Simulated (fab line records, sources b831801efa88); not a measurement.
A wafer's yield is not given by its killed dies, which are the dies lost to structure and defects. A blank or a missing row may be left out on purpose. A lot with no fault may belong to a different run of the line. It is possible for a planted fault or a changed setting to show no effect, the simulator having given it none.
Matching of chambers / flow gf180mcu / GF_PASSIVATION_CVD_00 on pecvd-04: 3 sister chambers
The step deposits SiO2 from TEOS, target thk 1000 nm, time 111.95 s. 6 wafers are shown with their chamber, then 9 later ones without.

## WAFERS PAIRED WITH THEIR CHAMBERS
wafer=L076.6; chamber=1; heater_power_w (W)=583; rf_fwd_power_W (W)=596.9
wafer=L082.2; chamber=1; heater_power_w (W)=484; rf_fwd_power_W (W)=600.5
wafer=L086.5; chamber=2; heater_power_w (W)=586; rf_fwd_power_W (W)=596.7
wafer=L089.2; chamber=0; heater_power_w (W)=781; rf_fwd_power_W (W)=596.0
wafer=L089.3; chamber=2; heater_power_w (W)=719; rf_fwd_power_W (W)=598.2
wafer=L089.5; chamber=0; heater_power_w (W)=834; rf_fwd_power_W (W)=596.3

## WAFERS WITHOUT THEIR CHAMBER
wafer=L094.2; heater_power_w (W)=495; rf_fwd_power_W (W)=598.3
wafer=L094.4; heater_power_w (W)=693; rf_fwd_power_W (W)=598.5
wafer=L094.6; heater_power_w (W)=548; rf_fwd_power_W (W)=596.7
wafer=L095.1; heater_power_w (W)=740; rf_fwd_power_W (W)=595.5
wafer=L095.3; heater_power_w (W)=545; rf_fwd_power_W (W)=598.9
wafer=L095.6; heater_power_w (W)=816; rf_fwd_power_W (W)=593.9
wafer=L097.1; heater_power_w (W)=564; rf_fwd_power_W (W)=598.1
wafer=L097.2; heater_power_w (W)=638; rf_fwd_power_W (W)=597.7
wafer=L097.6; heater_power_w (W)=835; rf_fwd_power_W (W)=597.7

## CHAMBER TAKEN BY EACH
wafer=L094.2; from the rows above=can't be placed: 1 or 2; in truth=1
wafer=L094.4; from the rows above=can't be placed: 2 or 0 or 1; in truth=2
wafer=L094.6; from the rows above=can't be placed: 1 or 2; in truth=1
wafer=L095.1; from the rows above=can't be placed: 0 or 2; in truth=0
wafer=L095.3; from the rows above=can't be placed: 1 or 2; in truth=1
wafer=L095.6; from the rows above=can't be placed: 0 or 2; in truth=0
wafer=L097.1; from the rows above=can't be placed: 1 or 2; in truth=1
wafer=L097.2; from the rows above=can't be placed: 2 or 1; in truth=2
wafer=L097.6; from the rows above=can't be placed: 0 or 2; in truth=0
Correctly placed: 0 of 9. Can't be placed from these rows: 9 (the true chamber is among the candidates in 9). Number placed wrongly: 0.
How it was worked out, from the rows above alone: a wafer's distance from a chamber is the root of the sum, over the readings, of the square of ((its reading less the chamber's mean) divided by the reading's scatter). The wafer belongs to the nearest chamber; if the next one is less than 2 further off, it can't be placed. A chamber's mean is the mean of its shown wafers. How the scatter is found: for the shown wafers, subtract from each reading the mean of its chamber, square and add these, divide the total by (wafers less chambers), then take the root.
